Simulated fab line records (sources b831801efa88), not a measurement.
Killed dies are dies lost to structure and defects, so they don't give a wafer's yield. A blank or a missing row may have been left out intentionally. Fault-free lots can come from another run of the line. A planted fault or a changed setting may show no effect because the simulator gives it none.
fab line records || flow sfq_line
[record] {"lots": 14, "wafers": 42, "last_day": 75}
route steps=325 shown L0@6
lots untouched by any fault: they come from a run of this same line in which no faults occurred
start_h: hours from the record's first day to the start of the lot's first wafer shown || wait_h: how many hours have passed since the lot's step before this one || " repeats the value in the row above || L1.1+2: a single row standing in for several wafers || - no value, or no start given || * or withheld: withheld || < > ~ a bound
route shown NAME@n: names a module that has steps shown in the file, with the first one's number in the route || usual: average and standard deviation across the fault-free wafers || same: alike in all rows || chamber/n: place in a boat || sites: per-site readings || _std_site: standard deviation across them || _edge_site: inner sites' mean taken away from outer sites' mean || radius_mm: how far each site lies from the wafer's centre || mask NAME#n: copy n || behind: the last tool/chamber to shape the wafer || hold: cause of the lot's hold/its duration in hours/its outcome || device: whichever transistor did not switch (one of n, p or np) || end of line: the same wafers' tests at the end of the route || where a step has no rows: the recipe by itself || killed: dies lost to structure and defects at the first sort, not the wafer's yield || map: a wafer's dies, x killed, . not, _ none there
set.NAME: the setting that was run; set.NAME@STEP: the one run at that earlier step || model.NAME: the simulator's own value behind a step, which no gauge read
steps of the route over a sample of lots; a table a step, a row a wafer
[[steps]]
[step SFQ_TRILAYER_L0_LITHO_COAT_010]
[recipe] {"resist": "BARC", "spin_rpm": 3000, "resist_thk_nm": 62}
[usual] {"resist_line_temp_C": "23.01/0.1", "spin_speed_rpm": "2999.6/1.9"}
{"lot.wafer": "L243.3", "tool": "litho_track-04", "chamber": 0, "start_h": 12.84, "wait_h": 0.1, "resist_line_temp_C": 22.86, "spin_speed_rpm": 2999.3}
{"lot.wafer": "L243.4", "tool": "litho_track-04", "chamber": 0, "start_h": 12.84, "wait_h": 0.1, "resist_line_temp_C": 22.99, "spin_speed_rpm": 2999.2}
{"lot.wafer": "L243.5", "tool": "litho_track-04", "chamber": 0, "start_h": 12.84, "wait_h": 0.1, "resist_line_temp_C": 22.98, "spin_speed_rpm": 3001.6}
{"lot.wafer": "L246.1", "tool": "litho_track-03", "chamber": 0, "start_h": 27.74, "wait_h": 0.1, "resist_line_temp_C": 23.10, "spin_speed_rpm": 3000.0}
{"lot.wafer": "L246.3", "tool": "litho_track-03", "chamber": 0, "start_h": 27.74, "wait_h": 0.1, "resist_line_temp_C": 23.05, "spin_speed_rpm": 3002.7}
{"lot.wafer": "L246.6", "tool": "litho_track-03", "chamber": 0, "start_h": 27.74, "wait_h": 0.1, "resist_line_temp_C": 22.92, "spin_speed_rpm": 2998.6}
{"lot.wafer": "L248.2", "tool": "litho_track-02", "chamber": 0, "start_h": 37.79, "wait_h": 0.1, "resist_line_temp_C": 23.04, "spin_speed_rpm": 2998.1}
{"lot.wafer": "L248.4", "tool": "litho_track-02", "chamber": 0, "start_h": 37.79, "wait_h": 0.1, "resist_line_temp_C": 22.84, "spin_speed_rpm": 2995.3}
{"lot.wafer": "L248.5", "tool": "litho_track-02", "chamber": 0, "start_h": 37.79, "wait_h": 0.1, "resist_line_temp_C": 23.01, "spin_speed_rpm": 3001.2}
{"lot.wafer": "L249.2", "tool": "litho_track-04", "chamber": 0, "start_h": 42.79, "wait_h": 0.1, "resist_line_temp_C": 23.12, "spin_speed_rpm": 2845.4}
{"lot.wafer": "L249.3", "tool": "litho_track-04", "chamber": 0, "start_h": 42.79, "wait_h": 0.1, "resist_line_temp_C": 23.11, "spin_speed_rpm": 2838.2}
{"lot.wafer": "L249.5", "tool": "litho_track-04", "chamber": 0, "start_h": 42.79, "wait_h": 0.1, "resist_line_temp_C": 23.13, "spin_speed_rpm": 2839.0}
{"lot.wafer": "L250.3", "tool": "litho_track-04", "chamber": 0, "start_h": 47.84, "wait_h": 0.1, "resist_line_temp_C": 23.03, "spin_speed_rpm": 2844.7}
{"lot.wafer": "L250.4", "tool": "litho_track-04", "chamber": 0, "start_h": 47.84, "wait_h": 0.1, "resist_line_temp_C": 22.88, "spin_speed_rpm": 2838.8}
{"lot.wafer": "L250.5", "tool": "litho_track-04", "chamber": 0, "start_h": 47.84, "wait_h": 0.1, "resist_line_temp_C": 22.93, "spin_speed_rpm": 2840.4}
{"lot.wafer": "L254.1", "tool": "litho_track-03", "chamber": 0, "start_h": 67.82, "wait_h": 0.1, "resist_line_temp_C": 22.95, "spin_speed_rpm": 3001.5}
{"lot.wafer": "L254.4", "tool": "litho_track-03", "chamber": 0, "start_h": 67.82, "wait_h": 0.1, "resist_line_temp_C": 22.95, "spin_speed_rpm": 3000.0}
{"lot.wafer": "L254.5", "tool": "litho_track-03", "chamber": 0, "start_h": 67.82, "wait_h": 0.1, "resist_line_temp_C": 22.90, "spin_speed_rpm": 3000.5}
{"lot.wafer": "L255.1", "tool": "litho_track-03", "chamber": 0, "start_h": 72.74, "wait_h": 0.1, "resist_line_temp_C": 22.90, "spin_speed_rpm": 2997.1}
{"lot.wafer": "L255.2", "tool": "litho_track-03", "chamber": 0, "start_h": 72.74, "wait_h": 0.1, "resist_line_temp_C": 22.94, "spin_speed_rpm": 2996.5}
{"lot.wafer": "L255.3", "tool": "litho_track-03", "chamber": 0, "start_h": 72.74, "wait_h": 0.1, "resist_line_temp_C": 22.79, "spin_speed_rpm": 3001.1}
{"lot.wafer": "L258.1", "tool": "litho_track-02", "chamber": 0, "start_h": 87.74, "wait_h": 0.1, "resist_line_temp_C": 23.01, "spin_speed_rpm": 2997.7}
{"lot.wafer": "L258.4", "tool": "litho_track-02", "chamber": 0, "start_h": 87.74, "wait_h": 0.1, "resist_line_temp_C": 22.95, "spin_speed_rpm": 2998.7}
{"lot.wafer": "L258.6", "tool": "litho_track-02", "chamber": 0, "start_h": 87.74, "wait_h": 0.1, "resist_line_temp_C": 23.00, "spin_speed_rpm": 2999.4}
{"lot.wafer": "L260.1", "tool": "litho_track-02", "chamber": 0, "start_h": 97.74, "wait_h": 0.1, "resist_line_temp_C": 23.19, "spin_speed_rpm": 2998.0}
{"lot.wafer": "L260.3", "tool": "litho_track-02", "chamber": 0, "start_h": 97.74, "wait_h": 0.1, "resist_line_temp_C": 23.15, "spin_speed_rpm": 2997.3}
{"lot.wafer": "L260.5", "tool": "litho_track-02", "chamber": 0, "start_h": 97.74, "wait_h": 0.1, "resist_line_temp_C": 23.17, "spin_speed_rpm": 3000.6}
{"lot.wafer": "L261.2", "tool": "litho_track-03", "chamber": 0, "start_h": 102.79, "wait_h": 0.1, "resist_line_temp_C": 23.06, "spin_speed_rpm": 3004.5}
{"lot.wafer": "L261.4", "tool": "litho_track-03", "chamber": 0, "start_h": 102.79, "wait_h": 0.1, "resist_line_temp_C": 22.99, "spin_speed_rpm": 3001.9}
{"lot.wafer": "L261.5", "tool": "litho_track-03", "chamber": 0, "start_h": 102.79, "wait_h": 0.1, "resist_line_temp_C": 22.98, "spin_speed_rpm": 3002.9}
{"lot.wafer": "L262.2", "tool": "litho_track-04", "chamber": 0, "start_h": 107.79, "wait_h": 0.1, "resist_line_temp_C": 22.99, "spin_speed_rpm": 3003.4}
{"lot.wafer": "L262.3", "tool": "litho_track-04", "chamber": 0, "start_h": 107.79, "wait_h": 0.1, "resist_line_temp_C": 22.90, "spin_speed_rpm": 2997.9}
{"lot.wafer": "L262.4", "tool": "litho_track-04", "chamber": 0, "start_h": 107.79, "wait_h": 0.1, "resist_line_temp_C": 22.91, "spin_speed_rpm": 2999.4}
{"lot.wafer": "L264.1", "tool": "litho_track-02", "chamber": 0, "start_h": 117.74, "wait_h": 0.1, "resist_line_temp_C": 23.04, "spin_speed_rpm": 2998.7}
{"lot.wafer": "L264.3", "tool": "litho_track-02", "chamber": 0, "start_h": 117.74, "wait_h": 0.1, "resist_line_temp_C": 22.95, "spin_speed_rpm": 3005.4}
{"lot.wafer": "L264.6", "tool": "litho_track-02", "chamber": 0, "start_h": 117.74, "wait_h": 0.1, "resist_line_temp_C": 22.93, "spin_speed_rpm": 3000.0}
{"lot.wafer": "L265.1", "tool": "litho_track-02", "chamber": 0, "start_h": 122.74, "wait_h": 0.1, "resist_line_temp_C": 22.96, "spin_speed_rpm": 2997.5}
{"lot.wafer": "L265.4", "tool": "litho_track-02", "chamber": 0, "start_h": 122.74, "wait_h": 0.1, "resist_line_temp_C": 23.06, "spin_speed_rpm": 3001.1}
{"lot.wafer": "L265.5", "tool": "litho_track-02", "chamber": 0, "start_h": 122.74, "wait_h": 0.1, "resist_line_temp_C": 23.00, "spin_speed_rpm": 2998.8}
{"lot.wafer": "L266.1", "tool": "litho_track-03", "chamber": 0, "start_h": 127.83, "wait_h": 0.1, "resist_line_temp_C": 23.09, "spin_speed_rpm": 3000.2}
{"lot.wafer": "L266.2", "tool": "litho_track-03", "chamber": 0, "start_h": 127.83, "wait_h": 0.1, "resist_line_temp_C": 22.92, "spin_speed_rpm": 2998.9}
{"lot.wafer": "L266.3", "tool": "litho_track-03", "chamber": 0, "start_h": 127.83, "wait_h": 0.1, "resist_line_temp_C": 22.99, "spin_speed_rpm": 2997.4}
[[key]]
[first_sign] {"step": "SFQ_TRILAYER_L0_LITHO_COAT_010", "reading": "spin_speed_rpm", "direction": "down", "sigmas": 81, "usual": 2999.6, "struck": 2841.1}
effect none on later readings
met_at SFQ_TRILAYER_L0_LITHO_COAT_010
struck_lots L249,L250
onset_between 12.84 42.79
[fault] {"kind": "process_parameter_drift", "tool": "litho_track-04", "chamber": "-", "onset_h": 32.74, "steps": "SFQ_TRILAYER_L0_LITHO_COAT_010", "channel": "spin_rpm", "offset": -157.25, "shape": "step", "end_h": 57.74, "acts_in": "these_recipes_only", "stated": 3000}
